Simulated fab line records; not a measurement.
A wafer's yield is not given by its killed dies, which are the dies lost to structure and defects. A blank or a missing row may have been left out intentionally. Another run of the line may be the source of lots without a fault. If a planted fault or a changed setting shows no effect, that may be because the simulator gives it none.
Which tool is to blame?	flow sky130	42 wafers from 14 lots sampled at 4 of the route's 708 steps

== WHAT EACH GAUGE READ, for each wafer ==
SKY_NWELL_TW_MEAS_26.
lot	measured	on	NWELL_2_TW
L726	day 5 12:52	filmMetro-04	495 497 497
L728	day 6 01:01	filmMetro-03	498 500 500
L730	day 6 10:49	filmMetro-03	499 497 503
L732	day 6 23:31	filmMetro-02	504 501 502
L733	day 7 01:09	filmMetro-02	506 507 505
L734	day 7 10:33	filmMetro-04	496 499 497
L735	day 7 14:34	filmMetro-02	505 508 505
L736	day 7 19:23	filmMetro-02	505 505 506
L737	day 7 23:07	filmMetro-04	499 498 495
L738	day 8 08:37	filmMetro-04	499 499 500
L742	day 9 13:55	filmMetro-04	498 496 496
L743	day 9 17:46	filmMetro-04	496 495 497
L746	day 10 10:13	filmMetro-02	503 502 504
L748	day 11 06:25	filmMetro-04	498 498 502

SKY_VT_ADJUST_LVTN_OVL_MEAS_07.
lot	measured	on	VT_ADJUST_LVTN_OVL (nm)
L726	day 7 02:44	overlay-02	1.5 -1.0 -1.6
L728	day 7 15:49	overlay-02	1.1 1.9 0.8
L730	day 8 01:49	overlay-01	0.7 1.9 0.1
L732	day 8 15:25	overlay-02	2.5 4.7 0.9
L733	day 8 17:35	overlay-01	-1.4 -0.1 -2.4
L734	day 9 02:56	overlay-01	-2.1 -3.2 -0.2
L735	day 9 07:26	overlay-01	2.3 1.3 2.3
L736	day 9 13:17	overlay-02	-0.7 -1.0 0.0
L737	day 9 17:43	overlay-02	0.5 1.0 1.3
L738	day 10 03:19	overlay-02	2.8 2.4 -0.2
L742	day 11 13:22	overlay-02	4.6 2.9 2.4
L743	day 11 16:28	overlay-02	0.3 -1.1 -0.2
L746	day 12 09:29	overlay-02	1.2 0.9 1.2
L748	day 13 07:37	overlay-02	-2.3 0.5 1.3

SKY_VT_ADJUST_PCH_OVL_MEAS_07.
lot	measured	on	VT_ADJUST_PCH_OVL (nm)
L726	day 10 15:44	overlay-02	2.6 2.2 3.0
L728	day 11 07:07	overlay-02	2.8 1.4 3.2
L730	day 11 19:22	overlay-02	1.8 3.0 1.7
L732	day 12 10:40	overlay-02	4.1 2.0 3.6
L733	day 12 14:08	overlay-02	2.5 3.2 3.3
L734	day 13 00:32	overlay-02	1.0 0.0 -0.5
L735	day 13 05:40	overlay-01	-0.3 2.1 -0.3
L736	day 13 12:47	overlay-02	-0.5 0.3 -3.5
L737	day 13 17:34	overlay-01	-1.4 1.1 -1.0
L738	day 14 05:13	overlay-02	2.6 1.9 1.6
L742	day 15 20:34	overlay-01	-1.5 -1.6 -1.9
L743	day 15 23:19	overlay-01	2.7 3.7 0.8
L746	day 16 19:37	overlay-01	1.2 1.5 0.1
L748	day 17 22:01	overlay-02	1.9 1.6 2.0

== WHICH TOOL RAN EACH LOT (tool, then ch and the chambers of the sampled wafers, then the start) ==
lot	SKY_FIELD_ISO_ETCH_17
L726	rieSi-02 ch 1,2,3, day 2 04:53
L728	rieSi-02 ch 0,1,2, day 2 14:56
L730	rieSi-01 ch 0,1,3, day 3 02:35
L732	rieSi-02 ch 0,3, day 3 17:26
L733	rieSi-01 ch 2,3, day 3 18:23
L734	rieSi-01 ch 0,1,2, day 4 01:14
L735	rieSi-02 ch 1,2,3, day 4 05:35
L736	rieSi-01 ch 0,1, day 4 10:14
L737	rieSi-01 ch 0,2,3, day 4 14:56
L738	rieSi-01 ch 1,2,3, day 4 21:50
L742	rieSi-02 ch 0,1,2, day 5 16:32
L743	rieSi-01 ch 0,1,3, day 5 21:44
L746	rieSi-02 ch 0,2,3, day 6 15:05
L748	rieSi-02 ch 1,2,3, day 7 02:02
- SKY_FIELD_ISO_ETCH_17: etches Si in HBr/Cl2/O2, target depth 342 nm, time 97.7 s.

== WHAT THE TOOLS THEMSELVES READ (means of the sampled wafers that have a number; where no wafer has one, the mark that the record gives instead) ==
SKY_FIELD_ISO_ETCH_17.
lot	tool	drypumpMotorCurrentA (A)	oesProductAu (a.u.)	rfFwdPowerW (W)	throttleValvePct (%)
L726	rieSi-02	5.7	1.005	596.0	25.648
L728	rieSi-02	5.9	0.992	595.3	25.655
L730	rieSi-01	5.7	0.991	594.9	25.660
L732	rieSi-02	6.2	1.008	598.5	25.650
L733	rieSi-01	5.6	1.009	597.0	25.647
L734	rieSi-01	5.4	1.001	594.8	25.652
L735	rieSi-02	5.7	0.999	598.1	25.648
L736	rieSi-01	5.3	0.987	594.9	25.657
L737	rieSi-01	5.5	1.004	597.5	25.654
L738	rieSi-01	5.9	0.947	501.7	25.689
L742	rieSi-02	5.9	1.004	596.1	25.664
L743	rieSi-01	5.7	0.950	499.0	25.687
L746	rieSi-02	6.0	0.996	595.8	25.652
L748	rieSi-02	5.8	0.997	595.8	25.666

== THE ANSWER, worked out from the rows above alone ==
Rule: the usual values come from the lots themselves. Put in order of their means at a reading, lots are off if they are a third of the lots or fewer, leave a main group of 4 or more, and stand apart from it by a gap of 3 or more times the standard deviation of the main group's means; of several such gaps the widest counts. The tables above print the reading to a certain number of digits; a main group whose means all agree to those digits is not used. Also off: a lot with no number at a reading for which 4 or more lots have one. Any other lot the step has rows for is counted as sound. The gauges are gone through in route order, then the tools' own readings, and for those a lot's mean is taken as printed above. At the first step where some lot is off, the reading lying furthest off is the one used; lots without a number count as furthest.
Off, at SKY_FIELD_ISO_ETCH_17 on rfFwdPowerW: L738, L743. Main group: mean 596.2 W, sd 1.2.
A tool fits if, at that step or a process step before it, it ran every lot that is off, and no sound lot after the first of them. One fits: SKY_FIELD_ISO_ETCH_17 on rieSi-01. A fault onset in the window from L737 (day 4 14:56, its last sound lot) to L738 (day 4 21:50, its first lot off) fits.
The tool's own readings at SKY_FIELD_ISO_ETCH_17 bear it out: on the lots that are off they differ by more than 5 times the standard deviation of the sound lots' means. oesProductAu reads 0.948 a.u. there against 0.999 a.u. on the sound lots; rfFwdPowerW reads 500.4 W there against 596.2 W on the sound lots; throttleValvePct reads 25.688 % there against 25.654 % on the sound lots.

== WHAT THE SIMULATOR HAD PUT IN ==
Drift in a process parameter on rieSi-01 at SKY_FIELD_ISO_ETCH_17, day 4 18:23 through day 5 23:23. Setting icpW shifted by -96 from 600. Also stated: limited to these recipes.
Lots struck among those shown: L738, L743. This agrees with what the rule above found.
